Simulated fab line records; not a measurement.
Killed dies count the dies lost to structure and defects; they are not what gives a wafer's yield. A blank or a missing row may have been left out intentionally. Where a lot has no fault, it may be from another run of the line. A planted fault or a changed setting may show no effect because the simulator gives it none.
fab line records	flow sky130
record lots=13	wafers=39	last-day=50
route steps=708 shown FIELD_ISO@16 PWDE@49 NWELL@63
lots with no fault: from the same line, run without faults
start-h: hours from the record's first day to the start of the lot's first wafer shown	wait-h: how many hours have passed since the lot's step before this one	" the same as in the row above	L1.1+2: several wafers, shown together as one row	- no value, or no start was given	* or withheld: withheld	< > ~ a bound
route shown NAME@n: a module of which the file shows steps, and the number in the route of the first	usual: mean and standard deviation over wafers with no fault	same: alike in all rows	chamber/n: place in a boat	sites: each site's reading	_std_site: their standard deviation	_edge_site: inner sites' mean taken away from outer sites' mean	radius-mm: how far each site lies from the wafer's centre	mask NAME#n: copy n	behind: the tool/chamber that last shaped the wafer	hold: cause of the lot's hold/its duration in hours/its outcome	device: the n, p or np transistor that did not switch	end of line: the route-end tests of the same wafers	where a step has no rows: the recipe by itself	killed: not the wafer's yield, but the dies lost to structure and defects at the first sort	map: the dies of a wafer, with x for killed, . for not killed, _ for no die there
set.NAME: setting as actually run; set.NAME@STEP: the setting as run at that earlier step	model.NAME: the simulator's own value behind a step, which no gauge read
a sample of lots followed through the steps of the route, with each step as a table and each wafer as a row
services: from which hour (start-h, from the record's first day; less than 0 if before it) a tool's chamber was out of use, for how many hours, and why
## steps
# step SKY_FIELD_ISO_ETCH_15
# recipe chemistry=CHF3/O2	target-depth-nm=180	stop-on=Si	source-w=600	bias-w=200	pressure-mtorr=40	chf3-flow-sccm=50	O2_flow_sccm=5	time-s=72
# usual drypump-motor-current-A=5.9/0.47	oes-product-au=0.948/0.0061	throttle-valve-pct=8.845/0.0089
lot.wafer	tool	chamber	start-h	wait-h	drypump-motor-current-A	oes-product-au	rf-hours-counter-h	throttle-valve-pct
L401.1	rie-diel-02	0	29.95	0.0	5.4	0.949	172	8.845
L401.2	"	1	"	"	5.8	0.936	137	8.855
L401.4	"	0	"	"	5.4	0.938	-	8.846
L402.2	rie-diel-04	1	33.35	0.0	6.3	0.947	107	8.835
L402.4	"	0	"	"	6.2	0.950	97	8.847
L402.5	"	2	"	"	5.6	0.947	-	8.841
L403.1	rie-diel-01	3	38.77	0.0	6.3	0.950	90	8.850
L403.3	"	1	"	"	5.7	0.944	145	8.842
L403.5	"	3	"	"	6.3	0.949	-	8.853
L405.2	rie-diel-01	0	49.80	0.0	5.5	0.956	120	8.841
L405.3	"	1	"	"	5.7	0.961	145	8.852
L405.6	"	2	"	"	6.2	0.953	-	8.849
L406.1	rie-diel-02	0	55.82	0.0	5.4	0.947	173	8.847
L406.5	"	2	"	"	6.3	0.939	-	8.837
L406.6	"	3	"	"	6.4	0.945	-	8.843
L408.2	rie-diel-01	2	65.66	0.0	6.3	0.952	140	8.849
L408.4	"	0	"	"	5.4	0.944	120	8.856
L408.5	"	0	"	"	5.5	0.942	-	8.851
L409.2	rie-diel-04	1	71.10	0.0	6.3	0.940	108	8.852
L409.4	"	0	"	"	6.2	0.948	98	8.843
L409.5	"	1	"	"	6.3	0.941	-	8.849
L416.2	rie-diel-01	3	108.36	0.0	6.3	0.938	91	8.851
L416.3	"	2	"	"	6.3	0.948	141	8.859
L416.4	"	0	"	"	5.5	0.953	121	8.846
L417.1	rie-diel-04	0	113.32	0.0	6.2	0.943	98	8.842
L417.4	"	1	"	"	6.3	0.938	108	8.841
L417.5	"	3	"	"	4.9	0.951	-	8.848
L418.2	rie-diel-01	3	117.82	0.0	6.3	0.946	91	8.828
L418.3	"	2	"	"	6.3	0.954	142	8.853
L418.5	"	2	"	"	6.3	0.943	-	8.836
L420.1	rie-diel-01	1	129.65	0.0	5.7	0.950	147	8.856
L420.5	"	2	"	"	6.3	0.952	-	8.838
L420.6	"	1	"	"	5.7	0.946	-	8.843
L423.1	rie-diel-04	2	146.25	0.0	5.5	0.952	5	8.826
L423.2	"	3	"	"	4.9	0.960	4	8.822
L423.6	"	3	"	"	4.9	0.949	-	8.862
L424.3	rie-diel-04	3	148.98	0.0	4.9	0.945	4	8.838
L424.5	"	2	"	"	5.5	0.947	-	8.850
L424.6	"	1	"	"	6.3	0.949	-	8.844
# step SKY_PWDE_EXPOSE_04
# recipe mask-id=PWDEM	na=0.6	source-shape=conventional	sigma-outer=0.6	polarization=unpolarized	target-cd-nm=840	dose-mj=214
# same sigma-outer=0.6
lot.wafer	tool	chamber	start-h	wait-h	mask
L401.1+2+4	iline-stepper-02	0	60.43	-	PWDEM#0
L402.2+4+5	iline-stepper-02	0	64.93	-	PWDEM#0
L403.1+3+5	iline-stepper-02	0	72.78	-	PWDEM#0
L405.2+3+6	iline-stepper-02	0	83.33	-	PWDEM#0
L406.1+5+6	iline-stepper-02	0	87.59	-	PWDEM#0
L408.2+4+5	iline-stepper-02	0	101.93	-	NWM#0
L409.2+4+5	iline-stepper-01	0	115.13	-	PWDEM#0
L416.2+3+4	iline-stepper-02	0	145.16	-	PWDEM#0
L417.1+4+5	iline-stepper-02	0	150.06	-	PWDEM#0
L418.2+3+5	iline-stepper-01	0	152.33	-	PWDEM#0
L420.1+5+6	iline-stepper-01	0	168.06	-	PWDEM#0
L423.1+2+6	iline-stepper-02	0	186.01	-	PWDEM#0
L424.3+5+6	iline-stepper-02	0	193.38	-	PWDEM#0
# step SKY_PWDE_OVL_MEAS_07
# usual PWDE_OVL=-1.3/1.4
lot.wafer	tool	chamber	start-h	wait-h	PWDE_OVL[nm]
L401.1	overlay-02	-	68.58	-	-2.7
L401.2	"	-	"	"	-5.5
L401.4	"	-	"	"	-1.6
L402.2	overlay-02	-	73.14	-	-1.5
L402.4	"	-	"	"	-0.8
L402.5	"	-	"	"	-1.6
L403.1	overlay-01	-	81.21	-	-1.7
L403.3	"	-	"	"	-3.6
L403.5	"	-	"	"	-2.2
L405.2	overlay-01	-	90.39	-	-0.2
L405.3	"	-	"	"	-0.7
L405.6	"	-	"	"	-2.3
L406.1	overlay-02	-	95.56	-	-2.0
L406.5	"	-	"	"	-3.2
L406.6	"	-	"	"	-1.7
L408.2	overlay-01	-	110.09	-	-
L408.4	"	-	"	"	-
L408.5	"	-	"	"	-
L409.2	overlay-02	-	124.01	-	-2.3
L409.4	"	-	"	"	-2.0
L409.5	"	-	"	"	-0.3
L416.2	overlay-01	-	154.74	-	-4.0
L416.3	"	-	"	"	-0.8
L416.4	"	-	"	"	-2.3
L417.1	overlay-01	-	159.48	-	-0.4
L417.4	"	-	"	"	0.0
L417.5	"	-	"	"	-1.3
L418.2	overlay-01	-	162.36	-	-1.5
L418.3	"	-	"	"	-1.2
L418.5	"	-	"	"	-1.7
L420.1	overlay-01	-	177.68	-	-1.9
L420.5	"	-	"	"	-1.6
L420.6	"	-	"	"	-2.2
L423.1	overlay-02	-	197.08	-	-1.9
L423.2	"	-	"	"	-3.3
L423.6	"	-	"	"	-2.6
L424.3	overlay-01	-	203.77	-	-1.5
L424.5	"	-	"	"	-0.8
L424.6	"	-	"	"	-1.5
# step SKY_PWDE_TW_MEAS_10
# usual PWDE_TW=374.5/2.1
lot.wafer	tool	chamber	start-h	wait-h	PWDE_TW
L401.1	film-metro-02	-	68.87	0.1	374.9
L401.2	"	-	"	"	375.2
L401.4	"	-	"	"	374.4
L402.2	film-metro-01	-	73.43	0.1	374.2
L402.4	"	-	"	"	373.6
L402.5	"	-	"	"	371.9
L403.1	film-metro-02	-	81.49	0.1	374.7
L403.3	"	-	"	"	374.0
L403.5	"	-	"	"	374.0
L405.2	film-metro-02	-	90.72	0.1	375.6
L405.3	"	-	"	"	374.0
L405.6	"	-	"	"	373.7
L406.1	film-metro-03	-	95.84	0.1	379.2
L406.5	"	-	"	"	377.3
L406.6	"	-	"	"	378.7
L408.2	film-metro-02	-	110.38	0.1	29.9
L408.4	"	-	"	"	30.0
L408.5	"	-	"	"	29.8
L409.2	film-metro-03	-	124.30	0.1	376.4
L409.4	"	-	"	"	376.3
L409.5	"	-	"	"	377.1
L416.2	film-metro-01	-	155.03	0.1	371.6
L416.3	"	-	"	"	371.9
L416.4	"	-	"	"	372.8
L417.1	film-metro-03	-	159.77	0.1	375.4
L417.4	"	-	"	"	375.4
L417.5	"	-	"	"	372.7
L418.2	film-metro-02	-	162.65	0.1	369.4
L418.3	"	-	"	"	374.7
L418.5	"	-	"	"	372.2
L420.1	film-metro-03	-	177.97	0.1	377.3
L420.5	"	-	"	"	376.8
L420.6	"	-	"	"	374.6
L423.1	film-metro-01	-	197.37	0.1	373.9
L423.2	"	-	"	"	372.9
L423.6	"	-	"	"	373.3
L424.3	film-metro-03	-	204.06	0.1	377.4
L424.5	"	-	"	"	376.4
L424.6	"	-	"	"	377.3
# step SKY_NWELL_OVL_MEAS_10
# usual NWELL_00_OVL=-0.6/1.4
lot.wafer	tool	chamber	start-h	wait-h	NWELL_00_OVL[nm]
L401.1	overlay-02	-	84.91	-	3.8
L401.2	"	-	"	"	2.3
L401.4	"	-	"	"	1.2
L402.2	overlay-02	-	89.96	-	-0.4
L402.4	"	-	"	"	-1.1
L402.5	"	-	"	"	0.2
L403.1	overlay-01	-	97.80	-	-0.8
L403.3	"	-	"	"	-0.4
L403.5	"	-	"	"	-0.2
L405.2	overlay-02	-	107.41	-	-0.6
L405.3	"	-	"	"	-2.6
L405.6	"	-	"	"	-2.6
L406.1	overlay-01	-	112.25	-	-1.7
L406.5	"	-	"	"	0.7
L406.6	"	-	"	"	0.0
L408.2	overlay-02	-	128.31	-	-2.3
L408.4	"	-	"	"	-1.3
L408.5	"	-	"	"	-2.4
L409.2	overlay-01	-	143.26	-	0.7
L409.4	"	-	"	"	-0.5
L409.5	"	-	"	"	0.7
L416.2	overlay-02	-	174.61	-	-0.2
L416.3	"	-	"	"	0.4
L416.4	"	-	"	"	0.2
L417.1	overlay-01	-	178.30	-	-0.8
L417.4	"	-	"	"	0.0
L417.5	"	-	"	"	-2.0
L418.2	overlay-01	-	182.11	-	-0.1
L418.3	"	-	"	"	-0.6
L418.5	"	-	"	"	-0.5
L420.1	overlay-01	-	198.46	-	-1.1
L420.5	"	-	"	"	-1.9
L420.6	"	-	"	"	-1.7
L423.1	overlay-02	-	219.36	-	1.4
L423.2	"	-	"	"	-0.1
L423.6	"	-	"	"	0.7
L424.3	overlay-01	-	225.19	-	-1.1
L424.5	"	-	"	"	-0.2
L424.6	"	-	"	"	-1.3
# step SKY_NWELL_STRIP_14
# recipe chemistry=O2/N2	power-w=1400	pressure-mtorr=1500	platen-temp-c=withheld	o2-flow-sccm=3000	n2-flow-sccm=300	overash-fraction=0.5
# usual drypump-motor-current-A=5.5/0.46	oes-product-au=0.723/0.0049	strip-time-to-endpoint-s=36.90/0.11
lot.wafer	tool	chamber	start-h	wait-h	drypump-motor-current-A	oes-product-au	rf-hours-counter-h	strip-time-to-endpoint-s
L401.1	plasma-asher-03	0	85.39	0.1	5.8	0.721	41	36.86
L401.2	"	1	"	"	6.0	0.723	41	36.81
L401.4	"	1	"	"	6.0	0.719	-	36.93
L402.2	plasma-asher-04	1	90.44	0.1	5.9	0.727	27	36.91
L402.4	"	1	"	"	5.9	0.721	-	36.85
L402.5	"	1	"	"	5.9	0.716	-	36.90
L403.1	plasma-asher-04	0	98.29	0.1	5.0	0.722	27	36.97
L403.3	"	1	"	"	5.9	0.721	-	36.93
L403.5	"	0	"	"	5.0	0.715	-	37.06
L405.2	plasma-asher-03	0	107.89	0.1	5.8	0.722	43	37.00
L405.3	"	1	"	"	6.0	0.723	-	36.88
L405.6	"	0	"	"	5.8	0.718	-	36.82
L406.1	plasma-asher-03	1	112.74	0.1	6.0	0.727	44	36.77
L406.5	"	1	"	"	6.0	0.728	-	36.71
L406.6	"	0	"	"	5.8	0.721	-	36.80
L408.2	plasma-asher-03	0	128.79	0.1	5.8	0.728	45	36.74
L408.4	"	0	"	"	5.8	0.725	-	36.81
L408.5	"	0	"	"	5.8	0.717	-	36.62
L409.2	plasma-asher-04	0	143.74	0.1	5.0	0.726	32	36.82
L409.4	"	1	"	"	5.9	0.722	-	36.74
L409.5	"	0	"	"	5.0	0.725	-	36.68
L416.2	plasma-asher-04	1	175.09	0.1	5.9	0.727	35	36.94
L416.3	"	1	"	"	5.9	0.724	-	36.88
L416.4	"	0	"	"	5.0	0.718	-	36.95
L417.1	plasma-asher-02	0	178.79	0.1	5.0	0.716	50	36.87
L417.4	"	0	"	"	5.0	0.731	-	36.77
L417.5	"	0	"	"	5.0	0.726	-	36.83
L418.2	plasma-asher-03	0	182.59	0.1	5.8	0.729	50	37.01
L418.3	"	0	"	"	5.8	0.717	-	36.95
L418.5	"	0	"	"	5.8	0.718	-	36.82
L420.1	plasma-asher-03	1	198.94	0.1	6.0	0.723	52	36.86
L420.5	"	0	"	"	5.8	0.726	-	36.77
L420.6	"	1	"	"	6.0	0.729	-	36.76
L423.1	plasma-asher-04	0	219.84	0.1	4.9	0.719	39	36.98
L423.2	"	1	"	"	5.9	0.719	39	37.05
L423.6	"	0	"	"	5.0	0.725	-	37.12
L424.3	plasma-asher-02	1	225.70	0.1	4.9	0.722	-	37.01
L424.5	"	0	"	"	5.1	0.726	-	36.98
L424.6	"	1	"	"	4.9	0.723	-	37.01
## services
tool	chamber	start-h	hours	kind
rie-diel-02	-	13.71	0.5	repair
rie-diel-01	1	16.06	6.7	repair
rie-diel-02	2	18.57	14.5	repair
iline-stepper-02	-	51.15	1.7	pm
iline-stepper-01	-	52.35	12.8	repair
rie-diel-02	0	62.92	-	clean
rie-diel-02	0	62.92	29.5	scheduled-down
rie-diel-02	0	62.92	29.5	vent-cycle
plasma-asher-04	-	65.84	2.8	pm
rie-diel-04	-	78.34	0.9	repair
rie-diel-01	1	84.57	2.3	repair
rie-diel-01	2	91.29	4.3	repair
iline-stepper-01	-	95.73	1.3	repair
rie-diel-02	1	128.01	2.5	repair
plasma-asher-02	-	129.05	0.7	repair
iline-stepper-01	-	133.33	1.7	pm
rie-diel-01	1	188.24	-	clean
rie-diel-01	1	188.24	20.5	scheduled-down
rie-diel-01	1	188.24	20.5	vent-cycle
rie-diel-04	2	197.78	5.6	repair
rie-diel-01	2	216.40	-	clean
rie-diel-01	2	216.40	17.0	scheduled-down
rie-diel-01	2	216.40	17.0	vent-cycle
## key
first-sign step=SKY_PWDE_EXPOSE_04	reading=mask	direction=changed
effect step=SKY_PWDE_OVL_MEAS_07	reading=PWDE_OVL	direction=missing
effect step=SKY_PWDE_TW_MEAS_10	reading=PWDE_TW	direction=down	sigmas=99+	usual=374.5	struck=29.9
met-at SKY_PWDE_EXPOSE_04
struck-lots L408
sort-left-out L408.2,L408.4,L408.5
tester-left-out L408
not-acting-at SKY_FIELD_ISO_ETCH_15,SKY_NWELL_OVL_MEAS_10,SKY_NWELL_STRIP_14
onset-between 87.59 101.93
fault kind=wrong-mask	tool=any	chamber=-	onset-h=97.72	steps=SKY_PWDE_EXPOSE_04	aux-copy=NWM#0	scope=struck-lots-only
# tester-left-out: of these lots the tester's yield and bins aren't shown, on N5 and GAA mostly nor the transistor test; their killed dies are dies lost to structure and defects alone, not to doping, threshold or leakage, so they don't give the yield
# sort-left-out: the simulated sort isn't trusted on such a fault, so these wafers' sort isn't shown, and their yield isn't known
